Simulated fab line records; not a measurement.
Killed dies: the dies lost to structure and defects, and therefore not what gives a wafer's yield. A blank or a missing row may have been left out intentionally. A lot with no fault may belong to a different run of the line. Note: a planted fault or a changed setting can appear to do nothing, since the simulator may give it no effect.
What tool caused it? -- flow gf180mcu -- 6 lots, 18 wafers sampled, at 3 steps of a route of 602

WHAT THE GAUGES READ, wafer by wafer
GF_CONTACT_CD_MEAS_14 targets a cd of 220 nm.
lot,measured,on,cd-nm (nm)
L194,day 16 07:39,cd-sem-01,221.3 221.0 221.3
L196,day 16 22:59,cd-sem-01,218.7 219.3 218.9
L198,day 17 22:04,cd-sem-01,219.6 219.0 218.6
L202,day 19 11:29,cd-sem-01,220.4 218.8 218.4
L208,day 21 20:20,cd-sem-01,214.3 217.2 218.1
L212,day 23 11:05,cd-sem-01,218.1 219.1 218.5

WHAT TOOL EACH LOT RAN ON (gives the tool, then ch and the chambers of the sampled wafers, and finally the start)
lot,GF_SALICIDE_RTA_08,GF_CONTACT_PEB_12
L194,"rtp-anneal-01 ch 0, day 15 09:38","litho-track-04 ch 0, day 16 07:20"
L196,"rtp-anneal-01 ch 0, day 16 00:35","litho-track-03 ch 0, day 16 22:38"
L198,"rtp-anneal-01 ch 0, day 16 22:34","litho-track-04 ch 0, day 17 21:43"
L202,"rtp-anneal-01 ch 0, day 18 10:35","litho-track-03 ch 0, day 19 11:08"
L208,"rtp-anneal-01 ch 0, day 20 20:10","litho-track-03 ch 0, day 21 19:59"
L212,"rtp-anneal-02 ch 0, day 22 11:45","litho-track-04 ch 0, day 23 10:44"
- GF_SALICIDE_RTA_08: time 30 s.
- GF_CONTACT_PEB_12: peb time 90 s.

THE ANSWER, worked out from the rows above alone
Rule: the usual values come from the lots themselves. Put in order of their means at a reading, lots are off if they are a third of the lots or fewer, leave a main group of 4 or more, and stand apart from it by a gap of 3 or more times the standard deviation of the main group's means; of several such gaps the widest counts. The tables above print the reading to a certain number of digits; a main group whose means all agree to those digits is not used. Also off: a lot with no number at a reading for which 4 or more lots have one. Any other lot the step has rows for is counted as sound.
No lot is off at any reading shown: from this, nothing can be told.

WHAT HAD BEEN PUT IN BY THE SIMULATOR
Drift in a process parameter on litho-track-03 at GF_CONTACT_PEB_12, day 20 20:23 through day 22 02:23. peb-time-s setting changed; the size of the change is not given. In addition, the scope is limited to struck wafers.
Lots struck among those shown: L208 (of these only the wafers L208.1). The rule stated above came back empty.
